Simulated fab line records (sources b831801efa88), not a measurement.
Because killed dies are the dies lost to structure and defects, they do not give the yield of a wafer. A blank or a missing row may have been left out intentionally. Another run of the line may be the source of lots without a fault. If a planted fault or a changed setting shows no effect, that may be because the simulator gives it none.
Tool commonality check    flow sky130    Lots sampled 14, wafers sampled 42

## WHAT PROMPTED THE OPENING
At SKY_VT_ADJUST_LVTN_TW_MEAS_21 the reading VT_ADJUST_LVTN_2_TW is flagged on 2 of 14 lots. Wafers without a fault read 187.3, standard deviation 1.2.
Rule: a lot gets a flag if all its wafers with a number sit over 4 standard deviations from that mean, or if no wafer of it has a number. The rest of the lots are taken to be sound.

lot   measured      on            VT_ADJUST_LVTN_2_TW, wafer by wafer  flag
L354  day 7 22:19   filmMetro-02  188.0 187.9 188.8                    
L355  day 8 04:45   filmMetro-04  187.0 186.7 186.9                    
L358  day 10 02:00  filmMetro-04  188.5 187.1 187.2                    
L359  day 10 02:14  filmMetro-02  189.1 187.9 188.4                    
L360  day 10 04:49  filmMetro-02  187.9 188.1 189.0                    
L361  day 11 00:26  filmMetro-02  187.2 188.4 188.4                    
L363  day 11 04:34  filmMetro-03  186.7 187.4 187.1                    
L365  day 12 02:13  filmMetro-03  183.8 186.1 185.7                    
L366  day 12 10:22  filmMetro-03  186.5 186.2 186.4                    
L367  day 12 11:49  filmMetro-02  29.9 30.0 30.1                       FLAGGED
L369  day 12 18:41  filmMetro-02  30.1 30.0 30.0                       FLAGGED
L368  day 12 19:40  filmMetro-03  186.5 185.9 184.6                    
L371  day 13 06:56  filmMetro-04  187.8 186.4 187.2                    
L373  day 13 13:19  filmMetro-02  188.6 188.0 188.0                    
The numbers of the flagged lots are 30.0 on average: -157.3 against the usual, or -99 or more standard deviations.

## WHICH TOOL RAN EACH LOT
The record keeps 1 process step preceding the reading, out of 708 steps on the route. Cell contents, in order: the tool; ch with the chambers the sampled wafers went through; the start.
lot   flag     SKY_VT_ADJUST_LVTN_IMPLANT_19
L354           implanter-01 ch 0, day 7 22:04
L355           implanter-04 ch 0, day 8 04:30
L358           implanter-04 ch 0, day 10 01:45
L359           implanter-02 ch 0, day 10 02:01
L360           implanter-04 ch 0, day 10 04:31
L361           implanter-01 ch 0, day 11 00:11
L363           implanter-04 ch 0, day 11 04:19
L365           implanter-02 ch 0, day 12 01:58
L366           implanter-01 ch 0, day 12 10:08
L367  FLAGGED  implanter-02, day 12 11:34
L369  FLAGGED  implanter-04, day 12 18:28
L368           implanter-04 ch 0, day 12 19:25
L371           implanter-01 ch 0, day 13 06:41
L373           implanter-04 ch 0, day 13 13:05
These steps, and what they do:
- SKY_VT_ADJUST_LVTN_IMPLANT_19
- SKY_VT_ADJUST_LVTN_TW_MEAS_21

## FLAGGED AGAINST TOTAL, ONE TOOL AT A TIME (gauges that did the reading follow at the end)
step                           tool          lots run  flagged  share of the flagged lots  sound lots run after its first flagged lot
SKY_VT_ADJUST_LVTN_IMPLANT_19  implanter-01  4         0        none                       -
SKY_VT_ADJUST_LVTN_IMPLANT_19  implanter-02  3         1        some                       0
SKY_VT_ADJUST_LVTN_IMPLANT_19  implanter-04  7         1        some                       2 (L368,L373)
SKY_VT_ADJUST_LVTN_TW_MEAS_21  filmMetro-02  7         2        all                        1 (L373)
SKY_VT_ADJUST_LVTN_TW_MEAS_21  filmMetro-03  4         0        none                       -
SKY_VT_ADJUST_LVTN_TW_MEAS_21  filmMetro-04  3         0        none                       -

## WHAT IS ALLOWED BY THE TABLE
Rows of the table that ran each flagged lot: 1, that is filmMetro-02 at SKY_VT_ADJUST_LVTN_TW_MEAS_21.
- filmMetro-02 at SKY_VT_ADJUST_LVTN_TW_MEAS_21 ran 7 lots, 2 of them flagged. Lots that were sound ran on it after the first flagged one (L373); a persistent fault on the entire tool would not allow that.
Every row of the table either missed a flagged lot or ran a sound lot after the first.

## WHAT HAD BEEN PUT IN BY THE SIMULATOR
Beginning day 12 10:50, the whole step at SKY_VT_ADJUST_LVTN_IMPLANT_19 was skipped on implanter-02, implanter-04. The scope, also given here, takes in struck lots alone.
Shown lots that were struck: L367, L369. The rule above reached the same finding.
